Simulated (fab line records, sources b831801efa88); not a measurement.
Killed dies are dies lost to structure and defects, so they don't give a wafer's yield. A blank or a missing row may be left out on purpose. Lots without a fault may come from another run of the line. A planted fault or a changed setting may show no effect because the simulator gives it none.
A struck lot beside a sound one | flow gf180mcu | 15 steps out of a route of 602
Sound: wafers L174.1, L174.2, L174.6. Struck: wafers L181.2, L181.4, L181.6. The cause comes at the end.
At each step with rows: each side's tool, then ch and its chambers, then its first start. Under that, the readings that differ: sound wafers | struck wafers | difference of the means | sigmas: that difference in standard deviations of wafers without a fault.
alike: readings whose means differ by less than 2 such deviations, and words and numbers that are the same on both sides. not compared: withheld readings, readings that some wafer has no value for, bounds like >300 that may hide the same value, and numbers for which the record gives no deviation and whose values overlap.
The two part at a step that has a row with sigmas, a row that says differs or no value, or rows on one side only. Numbers that don't overlap but have no deviation are shown without sigmas and don't part them. A reading that every wafer of one side lacks parts them only if that side has two wafers or more.

first, 1 step without rows for these wafers: GF_VT_IMPLANT_IMPLANT_41.
GF_VT_IMPLANT_STRIP_42: strips in O2/N2.
  sound on plasma_asher-03 ch 0,1, day 10 03:17; struck on plasma_asher-01 ch 0,1, day 12 01:41
  alike: drypump_motor_current_A, heater_power_w, oes_product_au, strip_time_to_endpoint_s
  not compared: rf_hours_counter_h
GF_VT_IMPLANT_TW_MEAS_43:
  sound on film_metro-04, day 10 03:23; struck on film_metro-03, day 12 01:47
  alike: VT_IMPLANT_4_TW
then, 1 step without rows for these wafers: GF_VT_IMPLANT_CLEAN_44 (cleans in SC1/SC2, time 150 s).
GF_VT_IMPLANT_RTA_45: time 30 s.
  sound on rtp_anneal-01 ch 0, day 10 03:29; struck on rtp_anneal-01 ch 0, day 12 01:54
  alike: lamp_power_pct, wafer_temp_C_max
GF_VT_IMPLANT_RS_MEAS_46: measures by four-point-probe.
  sound on film_metro-02, day 10 03:35; struck on film_metro-01, day 12 02:01
  alike: MVSD_RS
GF_VT_IMPLANT_RS_MEAS_47: measures by four-point-probe.
  sound on film_metro-02, day 10 03:43; struck on film_metro-01, day 12 02:08
  alike: NWELL_RS
GF_VT_IMPLANT_RS_MEAS_48: measures by four-point-probe.
  sound on film_metro-02, day 10 03:50; struck on film_metro-01, day 12 02:15
  alike: LVPWELL_RS
GF_VT_IMPLANT_RS_MEAS_49: measures by four-point-probe.
  sound on film_metro-02, day 10 03:57; struck on film_metro-01, day 12 02:22
  reading           | sound          | struck         | difference | sigmas
  MVPSD_RS (ohm/sq) | 1162 1159 1160 | 1167 1168 1167 | +7         | +2
then, 3 steps without rows for these wafers: GF_VT_IMPLANT_WET_ETCH_50 (etches SiO2 in dHF, target depth 20 nm, time 400 s); GF_DUAL_GATE_CLEAN_00 (cleans in SC1/SC2, time 150 s); GF_DUAL_GATE_CLEAN_01 (cleans in dHF, time 20 s).
GF_DUAL_GATE_OXIDATION_02: stabilise 600 s, purge 300 s, target thk 10.887 nm.
  sound on furnace-02 ch 0, day 10 04:34; struck on furnace-02 ch 0, day 13 10:04
  alike: zone_power_top_pct
GF_DUAL_GATE_THK_MEAS_03:
  sound on film_metro-03, day 10 06:01; struck on film_metro-04, day 13 11:31
  alike: DUAL_GATE_OXIDATION_00_THK
GF_PASSIVATION_PROBE_99:
  the record has rows for the sound wafers here (prober-02, day 31 17:43) and none for the struck ones

WHERE THEY PART
First at GF_VT_IMPLANT_RS_MEAS_49; last, within this record, at GF_PASSIVATION_PROBE_99.

WHY: what the simulator had put in
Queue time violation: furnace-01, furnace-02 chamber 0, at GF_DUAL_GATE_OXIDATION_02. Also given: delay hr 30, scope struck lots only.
